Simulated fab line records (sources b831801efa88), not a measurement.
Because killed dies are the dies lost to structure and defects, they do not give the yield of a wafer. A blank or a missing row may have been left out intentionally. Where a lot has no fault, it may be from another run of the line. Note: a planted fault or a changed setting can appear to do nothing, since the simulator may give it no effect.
A lot that was struck, set against a sound lot    flow sky130    15 steps out of a route of 708
Sound: these wafers, L376.2, L376.3, L376.6. Struck: wafers L385.2, L385.4, L385.6. At the end, the cause is stated.
For every step that has rows: the tool of each side, followed by ch and its chambers, followed by its first start. Under that, the readings that differ: sound wafers    struck wafers    difference of the means    sigmas: that difference in standard deviations of wafers without a fault.
alike: a reading whose means differ by less than 2 such deviations, as well as words and numbers matching on both sides. not compared: withheld readings; readings where some wafer has no value; bounds like >300 that might hide an equal value; numbers whose values overlap and for which the record gives no deviation.
The two part at a step that has a row with sigmas, a row that says differs or no value, or rows on one side only. When numbers do not overlap yet have no deviation, they are printed without sigmas and do not part them. A reading that every wafer of one side lacks parts them only if that side has two wafers or more.

SKY_LDD_HVP_OVL_MEAS_07:
  sound: overlay-02 at day 23 09:15; struck: overlay-02 at day 24 09:39
  alike: LDD_HVP_OVL
then, 1 step without rows for these wafers: SKY_LDD_HVP_IMPLANT_08.
SKY_LDD_HVP_STRIP_09: strips in O2/N2.
  sound on plasma-asher-04 ch 0,1, day 23 09:26; struck on plasma-asher-04 ch 0,1, day 24 09:50
  alike: drypump-motor-current-A, oes-product-au, strip-time-to-endpoint-s
  not compared: rf-hours-counter-h
SKY_LDD_HVP_TW_MEAS_10:
  sound: film-metro-04 at day 23 09:32; struck: film-metro-03 at day 24 09:56
  alike: LDD_HVP_TW
then, 7 steps without rows for these wafers: SKY_LDD_LDN_DEHYDRATE_00 (time 60 s); SKY_LDD_LDN_HMDS_01 (prime time 60 s); SKY_LDD_LDN_COAT_02 (resist thk 1140 nm); SKY_LDD_LDN_SOFTBAKE_03 (time 60 s); SKY_LDD_LDN_EXPOSE_04 (exposes mask LDNTM, target cd 700 nm); SKY_LDD_LDN_PEB_05; SKY_LDD_LDN_DEVELOP_06 (develop time 60 s).
SKY_LDD_LDN_OVL_MEAS_07:
  sound: overlay-02 at day 24 15:37; struck: overlay-01 at day 25 16:00
  alike: LDD_LDN_OVL
SKY_LDD_LDN_IMPLANT_08:
  sound on implanter-03 ch 0, day 24 15:41; struck on implanter-03 ch 0, day 25 16:04
reading                    sound                 struck                difference  sigmas
beam-energy-keV            15.005 15.006 15.001  19.677 19.678 19.679  +4.674      +99 or more
model.implant.rp-nm (nm)   12.92 12.92 12.92     15.64 15.64 15.64     +2.72       
model.implant.drp-nm (nm)  5.933 5.933 5.933     7.13 7.13 7.13        +1.20       
  alike: faraday-current-uA
then, 1 step without rows for these wafers: SKY_LDD_LDN_IMPLANT_09.
-- record jumps: 23 days separate the struck wafers' starts on either side; left off in module LDD_LDN, taken up again in module PAD_OPEN, whose first shown step is the route's number 708 --
SKY_PAD_OPEN_PROBE_99:
  sound: prober-02 at day 47 20:23; struck: prober-02 at day 48 12:05
reading                          sound           struck          difference  sigmas
model.etest.tip-sonos.rs-ohm-sq  2796 2798 2804  2476 2553 2511  -286        
  alike: killed_at_M0_to_M3, killed_at_M4_up, killed-at-contacts, killed-at-front-end, killed-at-other, killed-dies, killed-open, killed-short

## WHERE THEY PART
Within this record, at SKY_LDD_LDN_IMPLANT_08 only. Later steps at which nothing parts them and some readings are alike: SKY_PAD_OPEN_PROBE_99.

WHY: the cause the simulator had injected
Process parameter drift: implanter-03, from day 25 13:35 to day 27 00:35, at SKY_LDD_LDN_IMPLANT_08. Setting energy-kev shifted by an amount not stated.
